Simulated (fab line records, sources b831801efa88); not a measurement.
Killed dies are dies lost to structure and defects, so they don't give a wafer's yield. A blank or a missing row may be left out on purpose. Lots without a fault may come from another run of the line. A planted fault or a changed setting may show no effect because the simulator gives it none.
fab line records | flow sky130
record lots=14 wafers=42 last_day=50
route steps=708 shown POLY_GATE@236 LDD_HVP@284
lots that met no fault: from a run of the same line without faults
start_h: hours from the record's first day to the start of the lot's first wafer shown | wait_h: hours since the lot's step before | " the same as in the row above | L1.1+2: a row that stands for several wafers | - no value, or no start given | * or withheld: withheld | < > ~ a bound
route shown NAME@n: a module of which the file shows steps, and the number in the route of the first | usual: mean/standard deviation of fault-free wafers | same: alike in all rows | chamber/n: place in a boat | sites: the reading at each site | _std_site: their standard deviation | _edge_site: outer sites' mean less inner sites' | radius_mm: how far each site lies from the wafer's centre | mask NAME#n: copy n | behind: the tool/chamber that last shaped the wafer | hold: why the lot was held/for how many hours/how that ended | device: the transistor (n, p or np) that didn't switch | end of line: the same wafers' tests at the end of the route | a step without rows: its recipe alone | killed: dies lost to structure and defects at the first sort, not the wafer's yield | map: a wafer's dies, x killed, . not, _ none there
set.NAME: the setting as run; set.NAME@STEP: as run at that earlier step | model.NAME: the simulator's own value behind a step, which no gauge read
steps of the route over a sample of lots; a table a step, a row a wafer
services: from which hour (start_h, from the record's first day; less than 0 if before it) a tool's chamber was out of use, for how many hours, and why
## steps
# step SKY_POLY_GATE_CD_MEAS_22
# usual cd_nm=151/3.1
# columns lot.wafer tool chamber start_h wait_h cd_nm
L305.1 cd_sem-02 - 377.63 0.1 146
L305.3 " - " " 149
L305.4 " - " " 152
L307.3 cd_sem-02 - 395.93 0.1 150
L307.4 " - " " 150
L307.6 " - " " 153
L308.1 cd_sem-02 - 405.49 0.1 150
L308.4 " - " " 147
L308.5 " - " " 147
L309.1 cd_sem-01 - 422.28 0.1 153
L309.2 " - " " 150
L309.4 " - " " 147
L311.1 cd_sem-01 - 460.50 0.1 152
L311.4 " - " " 150
L311.5 " - " " 149
L313.2 cd_sem-02 - 464.30 0.1 149
L313.4 " - " " 151
L313.5 " - " " 149
L314.3 cd_sem-02 - 465.96 0.1 149
L314.4 " - " " 153
L314.5 " - " " 152
L315.1 cd_sem-01 - 474.54 0.1 158
L315.2 " - " " 151
L315.6 " - " " 151
L316.1 cd_sem-02 - 482.69 0.1 145
L316.2 " - " " 147
L316.6 " - " " 148
L320.2 cd_sem-01 - 507.22 0.1 150
L320.3 " - " " 152
L320.6 " - " " 151
L321.1 cd_sem-02 - 520.04 0.1 153
L321.2 " - " " 157
L321.4 " - " " 154
L324.1 cd_sem-02 - 547.39 0.1 153
L324.2 " - " " 149
L324.6 " - " " 152
L326.2 cd_sem-02 - 555.86 0.1 152
L326.4 " - " " 155
L326.5 " - " " 149
L327.2 cd_sem-02 - 569.31 0.1 154
L327.3 " - " " 144
L327.4 " - " " 155
# step SKY_LDD_HVP_DEVELOP_06
# recipe resist=NOVOLAK developer=TMAH develop_time_s=60 dev_temp_c=23
# usual developer_temp_C=23.00/0.11
# columns lot.wafer tool chamber start_h wait_h developer_temp_C
L305.1 litho_track-03 0 498.88 0.1 22.91
L305.3 " 0 " " 22.96
L305.4 " 0 " " 22.87
L307.3 litho_track-02 0 519.43 0.1 23.07
L307.4 " 0 " " 23.02
L307.6 " 0 " " 22.99
L308.1 litho_track-04 0 528.13 0.1 22.99
L308.4 " 0 " " 23.00
L308.5 " 0 " " 22.99
L309.1 litho_track-02 0 544.23 0.1 23.08
L309.2 " 0 " " 23.13
L309.4 " 0 " " 23.06
L311.1 litho_track-03 0 586.43 0.1 23.18
L311.4 " 0 " " 23.24
L311.5 " 0 " " 23.16
L313.2 litho_track-02 0 587.16 0.1 22.93
L313.4 " 0 " " 22.96
L313.5 " 0 " " 22.87
L314.3 litho_track-03 0 587.68 0.1 22.97
L314.4 " 0 " " 22.85
L314.5 " 0 " " 23.02
L315.1 litho_track-04 0 596.13 0.1 23.14
L315.2 " 0 " " 22.98
L315.6 " 0 " " 22.86
L316.1 litho_track-04 0 603.48 0.1 23.05
L316.2 " 0 " " 22.89
L316.6 " 0 " " 23.00
L320.2 litho_track-04 0 625.56 0.1 23.92
L320.3 " 0 " " 23.80
L320.6 " 0 " " 23.96
L321.1 litho_track-04 0 638.18 0.1 23.88
L321.2 " 0 " " 23.96
L321.4 " 0 " " 23.90
L324.1 litho_track-03 0 663.93 0.1 23.19
L324.2 " 0 " " 23.19
L324.6 " 0 " " 23.32
L326.2 litho_track-02 0 671.86 0.1 23.00
L326.4 " 0 " " 23.02
L326.5 " 0 " " 22.97
L327.2 litho_track-03 0 685.31 0.1 22.93
L327.3 " 0 " " 22.85
L327.4 " 0 " " 23.10
# step SKY_LDD_HVP_OVL_MEAS_07
# usual LDD_HVP_OVL=1.0/1.2
# columns lot.wafer tool chamber start_h wait_h LDD_HVP_OVL[nm]
L305.1 overlay-01 - 499.03 0.1 2.1
L305.3 " - " " 0.9
L305.4 " - " " 2.6
L307.3 overlay-01 - 519.54 0.1 -1.1
L307.4 " - " " 2.5
L307.6 " - " " 0.9
L308.1 overlay-01 - 528.28 0.1 0.3
L308.4 " - " " -0.8
L308.5 " - " " -0.2
L309.1 overlay-02 - 544.38 0.1 3.0
L309.2 " - " " -0.1
L309.4 " - " " 0.9
L311.1 overlay-01 - 586.58 0.1 3.0
L311.4 " - " " 3.6
L311.5 " - " " 0.7
L313.2 overlay-02 - 587.29 0.1 -0.1
L313.4 " - " " 1.8
L313.5 " - " " 1.4
L314.3 overlay-02 - 587.79 0.1 0.5
L314.4 " - " " 2.7
L314.5 " - " " 1.5
L315.1 overlay-01 - 596.28 0.1 1.8
L315.2 " - " " 0.2
L315.6 " - " " 2.3
L316.1 overlay-02 - 603.63 0.1 2.1
L316.2 " - " " 2.2
L316.6 " - " " 0.9
L320.2 overlay-02 - 625.69 0.1 2.4
L320.3 " - " " 0.6
L320.6 " - " " 1.9
L321.1 overlay-02 - 638.33 0.1 2.5
L321.2 " - " " 1.6
L321.4 " - " " 1.7
L324.1 overlay-02 - 664.08 0.1 0.6
L324.2 " - " " -0.2
L324.6 " - " " 0.8
L326.2 overlay-02 - 671.99 0.1 1.0
L326.4 " - " " 2.5
L326.5 " - " " 1.2
L327.2 overlay-02 - 685.44 0.1 1.1
L327.3 " - " " 0.0
L327.4 " - " " 1.1
# step SKY_LDD_HVP_STRIP_09
# recipe chemistry=O2/N2 power_w=1400 pressure_mtorr=1500 platen_temp_c=withheld o2_flow_sccm=3000 n2_flow_sccm=300 overash_fraction=0.5
# usual drypump_motor_current_A=5.6/0.66 oes_product_au=0.409/0.0044 strip_time_to_endpoint_s=4.145/0.015
# same overash_fraction=0.5
# columns lot.wafer tool chamber start_h wait_h drypump_motor_current_A oes_product_au rf_hours_counter_h strip_time_to_endpoint_s
L305.1 plasma_asher-03 1 499.22 0.1 5.4 0.408 7 4.148
L305.3 " 1 " " 5.4 0.407 - 4.141
L305.4 " 0 " " 5.8 0.401 - 4.126
L307.3 plasma_asher-03 0 519.75 0.1 5.8 0.415 - 4.147
L307.4 " 1 " " 5.4 0.411 - 4.123
L307.6 " 1 " " 5.4 0.414 - 4.157
L308.1 plasma_asher-02 0 528.47 0.1 5.1 0.406 70 4.173
L308.4 " 0 " " 5.1 0.409 - 4.140
L308.5 " 0 " " 5.1 0.417 - 4.130
L309.1 plasma_asher-04 1 544.57 0.1 4.7 0.412 84 4.130
L309.2 " 0 " " 6.7 0.402 84 4.142
L309.4 " 1 " " 4.7 0.409 - 4.132
L311.1 plasma_asher-04 0 586.77 0.1 6.7 0.420 88 4.161
L311.4 " 0 " " 6.7 0.408 - 4.139
L311.5 " 1 " " 4.7 0.404 - 4.138
L313.2 plasma_asher-02 1 587.47 0.1 5.9 0.404 76 4.143
L313.4 " 0 " " 5.1 0.405 - 4.151
L313.5 " 0 " " 5.1 0.409 - 4.147
L314.3 plasma_asher-02 0 588.00 0.1 5.1 0.413 - 4.131
L314.4 " 1 " " 5.9 0.401 - 4.131
L314.5 " 1 " " 5.9 0.410 - 4.130
L315.1 plasma_asher-02 0 596.47 0.1 5.1 0.422 77 4.128
L315.2 " 1 " " 5.9 0.411 77 4.133
L315.6 " 1 " " 5.9 0.409 - 4.111
L316.1 plasma_asher-02 0 603.82 0.1 5.1 0.404 78 4.109
L316.2 " 1 " " 5.9 0.415 78 4.132
L316.6 " 1 " " 5.9 0.407 - 4.115
L320.2 plasma_asher-02 0 625.87 0.1 5.2 0.406 80 4.173
L320.3 " 1 " " 5.9 0.411 - 4.183
L320.6 " 0 " " 5.1 0.405 - 4.161
L321.1 plasma_asher-02 1 638.52 0.1 5.9 0.403 82 4.157
L321.2 " 0 " " 5.1 0.399 82 4.144
L321.4 " 1 " " 5.9 0.405 - 4.156
L324.1 plasma_asher-02 1 664.27 0.1 5.9 0.409 84 4.134
L324.2 " 0 " " 5.1 0.411 84 4.151
L324.6 " 0 " " 5.1 0.419 - 4.143
L326.2 plasma_asher-04 1 672.17 0.1 4.7 0.405 97 4.140
L326.4 " 0 " " 6.7 0.413 - 4.159
L326.5 " 0 " " 6.7 0.412 - 4.147
L327.2 plasma_asher-04 1 685.62 0.1 4.7 0.417 98 4.160
L327.3 " 1 " " 4.7 0.400 - 4.160
L327.4 " 0 " " 6.7 0.412 - 4.181
## services
# columns tool chamber start_h hours kind
plasma_asher-02 - 494.49 1.0 repair
plasma_asher-03 - 511.79 0.8 repair
plasma_asher-03 - 536.27 0.7 repair
plasma_asher-03 - 545.70 4.1 repair
plasma_asher-03 - 553.89 0.9 repair
plasma_asher-02 - 605.98 1.0 repair
## key
first_sign step=SKY_LDD_HVP_DEVELOP_06 reading=developer_temp_C direction=up sigmas=7.9 usual=* struck=*
effect none on later readings
met_at SKY_LDD_HVP_DEVELOP_06
struck_lots L320,L321
tester_left_out L320,L321
not_acting_at SKY_POLY_GATE_CD_MEAS_22,SKY_LDD_HVP_OVL_MEAS_07,SKY_LDD_HVP_STRIP_09
onset_between 603.48 625.56
fault kind=process_parameter_drift tool=litho_track-04 chamber=- onset_h=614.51 steps=SKY_LDD_HVP_DEVELOP_06 channel=dev_temp_c offset=* shape=step end_h=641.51 acts_in=* stated=*
# tester_left_out: of these lots the tester's yield and bins aren't shown, on N5 and GAA mostly nor the transistor test; their killed dies are dies lost to structure and defects alone, not to doping, threshold or leakage, so they don't give the yield
